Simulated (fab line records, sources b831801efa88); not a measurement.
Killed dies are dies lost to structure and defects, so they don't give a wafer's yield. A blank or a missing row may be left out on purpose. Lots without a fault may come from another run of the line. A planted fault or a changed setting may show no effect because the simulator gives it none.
One fault seen from 2 desks | flow gf180mcu | each desk has only its own numbers; what lay behind them comes last

THE METROLOGY DESK
What the gauges read, lot by lot, whatever tool the lot ran on: means of the sampled wafers that have a number. A lot is out of limits, marked OUT, if its mean lies more than 4 standard deviations from the usual mean; the brackets give that distance.
Columns: A = CONTACT_CVD_02_THK at GF_CONTACT_THK_MEAS_03, usual 860 nm; B = V1_W_RS at GF_V1_RS_MEAS_24, usual 0.330 ohm/sq; C = M2_ALCU_RS at GF_M2_RS_MEAS_05, usual 0.0694 ohm/sq
lot  | first seen here | A   | B     | C
L714 | day 15 09:44    | 868 | 0.331 | 0.0681
L715 | day 15 19:59    | 851 | 0.328 | 0.0696
L716 | day 15 23:49    | 843 | 0.329 | 0.0687
L718 | day 16 14:09    | 855 | 0.328 | 0.0691
L719 | day 17 00:08    | 853 | 0.328 | 0.0700
L720 | day 17 09:02    | 864 | 0.329 | 0.0699
L721 | day 17 19:54    | 857 | 0.330 | 0.0697
L722 | day 17 21:11    | 853 | 0.333 | 0.0693
L725 | day 19 03:07    | 872 | 0.330 | 0.0685
L730 | day 20 23:36    | 843 | 0.336 | 0.0695
L732 | day 21 17:39    | 850 | 0.328 | 0.0683
L734 | day 22 05:01    | 859 | 0.338 | 0.0705
L737 | day 23 06:49    | 862 | 0.330 | 0.0681
This desk's finding: nothing out of limits on any of the 13 lots.

THE TOOL OWNER'S DESK: wet_bench-04
The tool's own readings at GF_STI_WET_ETCH_17 (etches Si3N4 in H3PO4, target depth 45 nm, time 514 s): means of the sampled wafers that have a number, for each lot that ran on this tool. A lot is out of limits, marked OUT, if its mean lies more than 4 standard deviations from the usual mean; the brackets give that distance.
Columns: A = bath_guard_temp_C at GF_STI_WET_ETCH_17, usual 159.8 C; B = temp_c at GF_STI_WET_ETCH_17, usual 159.99 C
lot  | first seen here | A               | B
L715 | day 2 09:57     | 158.8           | 160.00
L716 | day 2 15:57     | 160.6           | 160.02
L718 | day 2 22:41     | 160.2           | 159.94
L722 | day 3 18:29     | 160.3           | 159.99
L730 | day 5 12:57     | 151.7 (-14) OUT | 151.22 (-63) OUT
This desk's finding: out of limits on L730; first on L730, day 5 12:57 (bath_guard_temp_C at GF_STI_WET_ETCH_17). In limits: L715, L716, L718, L722.

PUT TOGETHER
The tool owner's desk could have raised an alarm at day 5 12:57, on L730.
The metrology desk saw nothing out of limits.
The metrology desk has L730 on record, within its limits.
Of the lots named, all ran GF_STI_WET_ETCH_17 on wet_bench-04.

WHAT THE SIMULATOR HAD PUT IN
Process parameter drift: wet_bench-04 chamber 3, from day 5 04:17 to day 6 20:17, at GF_STI_WET_ETCH_17. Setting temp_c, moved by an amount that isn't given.
Lots struck among those shown: L730.
Hours from the fault's start to each desk's first reading out of limits: the tool owner's desk, 9.
